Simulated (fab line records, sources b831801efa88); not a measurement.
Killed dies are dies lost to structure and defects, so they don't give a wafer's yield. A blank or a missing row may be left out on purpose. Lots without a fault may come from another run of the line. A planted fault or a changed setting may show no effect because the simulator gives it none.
A struck lot beside a sound one | flow sky130 | 17 steps out of a route of 708
Sound: wafers L296.3, L296.4, L296.5. Struck: wafers L302.1, L302.3, L302.4. The cause comes at the end.
At each step with rows: each side's tool, then ch and its chambers, then its first start. Under that, the readings that differ: sound wafers | struck wafers | difference of the means | sigmas: that difference in standard deviations of wafers without a fault.
alike: readings whose means differ by less than 2 such deviations, and words and numbers that are the same on both sides. not compared: withheld readings, readings that some wafer has no value for, bounds like >300 that may hide the same value, and numbers for which the record gives no deviation and whose values overlap.
The two part at a step that has a row with sigmas, a row that says differs or no value, or rows on one side only. Numbers that don't overlap but have no deviation are shown without sigmas and don't part them. A reading that every wafer of one side lacks parts them only if that side has two wafers or more.

SKY_FIELD_ISO_THK_MEAS_02:
  sound on film_metro-03, day 2 08:43; struck on film_metro-03, day 3 13:38
  alike: FIELD_ISO_OXIDATION_00_THK
then, 1 step without rows for these wafers: SKY_FIELD_ISO_CVD_03 (deposits Si3N4 from DCS/NH3, target thk 165 nm, time 2830 s).
SKY_FIELD_ISO_THK_MEAS_04:
  sound on film_metro-03, day 2 10:34; struck on film_metro-01, day 3 15:29
  alike: FIELD_ISO_CVD_03_THK
then, 8 steps without rows for these wafers: SKY_FIELD_ISO_DEHYDRATE_05 (time 60 s); SKY_FIELD_ISO_HMDS_06 (prime time 60 s); SKY_FIELD_ISO_COAT_07 (resist thk 60 nm); SKY_FIELD_ISO_COAT_08 (resist thk 450 nm); SKY_FIELD_ISO_SOFTBAKE_09 (time 90 s); SKY_FIELD_ISO_EXPOSE_10 (exposes mask FOM, target cd 150 nm); SKY_FIELD_ISO_PEB_11; SKY_FIELD_ISO_DEVELOP_12 (develop time 60 s).
SKY_FIELD_ISO_CD_MEAS_13: target cd 150 nm.
  sound on cd_sem-01, day 3 01:14; struck on cd_sem-01, day 4 08:32
  alike: cd_nm
SKY_FIELD_ISO_ETCH_14: etches BARC in N2/H2, stops on SiO2, time 45.9 s, target depth 60 nm.
  sound on rie_diel-04 ch 1,2,3, day 3 01:19; struck on rie_diel-04 ch 0,1,2, day 4 08:40
  reading                                          | sound             | struck            | difference | sigmas
  model.KrF-thick_of_FIELD_ISO_COAT_08.thk_nm (nm) | 395.2 394.9 396.1 | 402.5 401.6 400.3 | +6.1       |
  alike: drypump_motor_current_A, oes_product_au, throttle_valve_pct
  not compared: rf_hours_counter_h
SKY_FIELD_ISO_ETCH_15: etches the open film in CHF3/O2, stops on Si, target depth 180 nm, time 72 s.
  sound on rie_diel-04 ch 1,2,3, day 3 01:22; struck on rie_diel-04 ch 0,1,2, day 4 08:42
  reading                                          | sound             | struck            | difference | sigmas
  model.KrF-thick_of_FIELD_ISO_COAT_08.thk_nm (nm) | 237.8 238.2 238.2 | 244.9 242.1 239.6 | +4.1       |
  alike: drypump_motor_current_A, oes_product_au, throttle_valve_pct
  not compared: rf_hours_counter_h
SKY_FIELD_ISO_STRIP_16: strips in O2/N2.
  sound on plasma_asher-03 ch 0,1, day 3 01:27; struck on plasma_asher-03 ch 0,1, day 4 08:46
  alike: drypump_motor_current_A, oes_product_au, strip_time_to_endpoint_s
  not compared: rf_hours_counter_h
SKY_FIELD_ISO_ETCH_17: etches Si in HBr/Cl2/O2, target depth 342 nm, time 97.7 s.
  sound on rie_si-02 ch 0,1,2, day 3 01:31; struck on rie_si-02 ch 1,3, day 4 08:52
  alike: HBr_flow_sccm, drypump_motor_current_A, oes_product_au, throttle_valve_pct
  not compared: rf_hours_counter_h
then, 1 step without rows for these wafers: SKY_PAD_OPEN_PROBE_99.

WHERE THEY PART
Nowhere in this record.

WHY: what the simulator had put in
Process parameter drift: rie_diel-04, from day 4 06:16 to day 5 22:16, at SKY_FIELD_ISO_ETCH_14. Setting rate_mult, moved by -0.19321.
